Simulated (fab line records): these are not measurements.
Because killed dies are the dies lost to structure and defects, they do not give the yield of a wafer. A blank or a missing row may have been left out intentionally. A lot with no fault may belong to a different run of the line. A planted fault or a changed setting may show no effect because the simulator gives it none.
Which tool is to blame?    flow gf180mcu    11 lots, 33 wafers sampled, at 5 steps of a route of 602

== WHAT THE GAUGES READ, wafer by wafer ==
GF_V5_THK_MEAS_03. Usual: V5_CVD_02_THK typically reads 1450 nm, with standard deviation 20.
lot   measured      on            V5_CVD_02_THK (nm)  flag
L481  day 26 06:37  filmMetro-04  1449 1419 1481      
L482  day 26 16:19  filmMetro-02  1436 1430 1449      
L483  day 27 03:16  filmMetro-04  1425 1448 1476      
L484  day 27 06:49  filmMetro-01  1435 1472 1436      
L489  day 29 04:24  filmMetro-02  1439 1447 1444      
L490  day 29 08:31  filmMetro-04  1438 1467 1467      
L494  day 30 12:05  filmMetro-01  1462 1475 1464      
L495  day 30 20:44  filmMetro-04  1448 1448 1446      
L496  day 31 05:35  filmMetro-04  1436 1451 1464      
L500  day 31 21:01  filmMetro-01  1451 1428 1448      
L504  day 32 21:59  filmMetro-02  1434 1436 1463      

GF_V5_CD_MEAS_14 targets a cd of 260 nm. Usual: 260.0 nm for cdNm, sd 1.2.
lot   measured      on        cdNm (nm)                            flag
L481  day 27 02:44  cdSem-02  259.0 258.3 258.6                    
L482  day 27 12:43  cdSem-02  259.5 258.5 259.9                    
L483  day 27 23:13  cdSem-02  258.2 259.9 259.7                    
L484  day 28 03:02  cdSem-02  260.7 259.4 259.6                    
L489  day 29 23:22  cdSem-01  260.6 261.3 259.8                    
L490  day 30 03:37  cdSem-02  260.6 261.9 260.6                    
L494  day 31 06:15  cdSem-02  254.8 254.4 254.3 255.0 254.4 254.3  OFF
L495  day 31 14:49  cdSem-01  253.7 254.1 252.7 253.4 253.6 252.9  OFF
L496  day 31 23:17  cdSem-01  260.8 260.2 259.8                    
L500  day 32 18:08  cdSem-02  258.5 258.3 257.3                    
L504  day 33 13:28  cdSem-01  260.4 260.8 262.2                    

== WHAT TOOL EACH LOT RAN ON (gives the tool, then ch and the chambers of the sampled wafers, and finally the start) ==
lot   GF_MIM_SPUTTER_09            GF_M5_STRIP_11                       GF_V5_PEB_12
L481  pvdSputter-02, day 24 09:56  plasmaAsher-02 ch 0,1, day 26 05:49  lithoTrack-04 ch 0, day 27 02:23
L482  pvdSputter-03, day 24 20:20  plasmaAsher-01 ch 0,1, day 26 15:34  lithoTrack-02 ch 0, day 27 12:22
L483  pvdSputter-03, day 25 08:05  plasmaAsher-02 ch 0,1, day 27 02:28  lithoTrack-01 ch 0, day 27 22:52
L484  pvdSputter-02, day 25 12:10  plasmaAsher-03 ch 1, day 27 05:58    lithoTrack-04 ch 0, day 28 02:41
L489  pvdSputter-03, day 27 11:44  plasmaAsher-03 ch 0,1, day 29 03:37  lithoTrack-04 ch 0, day 29 23:01
L490  pvdSputter-02, day 27 16:45  plasmaAsher-01 ch 0,1, day 29 07:46  lithoTrack-02 ch 0, day 30 03:16
L494  pvdSputter-03, day 28 23:01  plasmaAsher-01 ch 0,1, day 30 11:21  lithoTrack-02 ch 0, day 31 05:56
L495  pvdSputter-03, day 29 05:55  plasmaAsher-03 ch 0,1, day 30 19:58  lithoTrack-02 ch 0, day 31 14:28
L496  pvdSputter-03, day 29 15:30  plasmaAsher-03 ch 0,1, day 31 04:49  lithoTrack-01 ch 0, day 31 22:53
L500  pvdSputter-03, day 30 08:09  plasmaAsher-01 ch 0,1, day 31 20:16  lithoTrack-01 ch 0, day 32 17:47
L504  pvdSputter-04, day 31 10:23  plasmaAsher-02 ch 0,1, day 32 21:15  lithoTrack-04 ch 0, day 33 13:07
- GF_MIM_SPUTTER_09: material TiN, target thk 35 nm, time 29.2 s.
- GF_M5_STRIP_11: strips in O2/N2.
- GF_V5_PEB_12: peb time 90 s.

== AS READ BY THE TOOLS THEMSELVES (means over the sampled wafers that have a number; for cases with no such wafer, the mark the record gives instead) ==
GF_MIM_SPUTTER_09. Usual: 29.6 % for throttleValvePct, sd 1.
lot   tool           throttleValvePct (%)  flag
L481  pvdSputter-02  29.0                  
L482  pvdSputter-03  29.8                  
L483  pvdSputter-03  28.9                  
L484  pvdSputter-02  29.4                  
L489  pvdSputter-03  29.9                  
L490  pvdSputter-02  29.5                  
L494  pvdSputter-03  29.8                  
L495  pvdSputter-03  29.1                  
L496  pvdSputter-03  29.8                  
L500  pvdSputter-03  29.7                  
L504  pvdSputter-04  29.7                  

GF_M5_STRIP_11. Usual: drypumpMotorCurrentA 5.6 A, standard deviation 0.43; heaterPowerW 327 W, standard deviation 31; n2FlowSccm 300.0 sccm, standard deviation 1; oesProductAu 0.524 a.u., standard deviation 0.005; stripTimeToEndpointS 7.05 s, standard deviation 0.067.
lot   tool            drypumpMotorCurrentA (A)  heaterPowerW (W)  n2FlowSccm (sccm)  oesProductAu (a.u.)  stripTimeToEndpointS (s)  flag
L481  plasmaAsher-02  6.1                       338               298.9              0.523                7.00                      
L482  plasmaAsher-01  5.3                       301               300.3              0.520                7.00                      
L483  plasmaAsher-02  6.1                       338               299.0              0.526                7.07                      
L484  plasmaAsher-03  5.7                       376               300.5              0.517                6.91                      
L489  plasmaAsher-03  5.4                       339               300.4              0.525                7.11                      
L490  plasmaAsher-01  5.3                       301               299.4              0.519                6.95                      
L494  plasmaAsher-01  5.3                       301               298.6              0.527                7.06                      
L495  plasmaAsher-03  5.6                       358               300.3              0.528                7.10                      
L496  plasmaAsher-03  5.4                       334               300.0              0.521                7.07                      
L500  plasmaAsher-01  5.3                       296               299.1              0.527                7.05                      
L504  plasmaAsher-02  6.1                       351               300.8              0.527                7.11                      

GF_V5_PEB_12. Usual: heaterPowerTotalW 85.70 W, standard deviation 0.083; plateTempC 135.02 C, standard deviation 0.13.
lot   tool           heaterPowerTotalW (W)  plateTempC (C)  flag
L481  lithoTrack-04  85.69                  135.02          
L482  lithoTrack-02  85.61                  135.28          
L483  lithoTrack-01  85.73                  135.03          
L484  lithoTrack-04  85.71                  135.08          
L489  lithoTrack-04  85.70                  134.93          
L490  lithoTrack-02  85.74                  135.01          
L494  lithoTrack-02  84.32                  133.20          OFF
L495  lithoTrack-02  84.28                  133.23          OFF
L496  lithoTrack-01  85.73                  135.07          
L500  lithoTrack-01  85.66                  135.05          
L504  lithoTrack-04  85.75                  135.18          

== THE ANSWER, worked out from the rows above alone ==
Rule: a lot is off if the mean of its wafers that have a number lies more than 3 standard deviations from the usual mean. A lot without any number at a reading at which 4 lots or more have one is off too. All remaining lots with rows at the step are treated as sound. Order of review: gauges by route order, followed by the tools' own readings, for which a lot's mean as printed above is used. At the first step where some lot is off, the reading lying furthest off is the one used; lots without a number count as furthest.
Off at GF_V5_CD_MEAS_14 (cdNm): L494, L495.
A tool fits if, at a process step before that reading, it ran every lot that is off, and no sound lot after the first of them. Not tried: the gauges at GF_V5_CD_MEAS_14; whatever is off there is also off at GF_V5_PEB_12, on other tools, and gauge error can't account for it. One fits: GF_V5_PEB_12 on lithoTrack-02. Its last sound lot is L490 (day 30 03:16), its first lot that is off L494 (day 31 05:56): a fault that began between those two fits.
The tool's own readings at GF_V5_PEB_12 bear it out: on the lots that are off they differ by more than 5 times the standard deviation of the sound lots' means. heaterPowerTotalW reads 84.30 W there against 85.70 W on the sound lots; plateTempC reads 133.21 C there against 135.07 C on the sound lots.

== WHAT THE SIMULATOR HAD INSERTED ==
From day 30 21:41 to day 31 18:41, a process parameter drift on lithoTrack-02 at GF_V5_PEB_12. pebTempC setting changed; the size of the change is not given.
Shown lots that were struck: L494, L495. Same finding as the rule above.
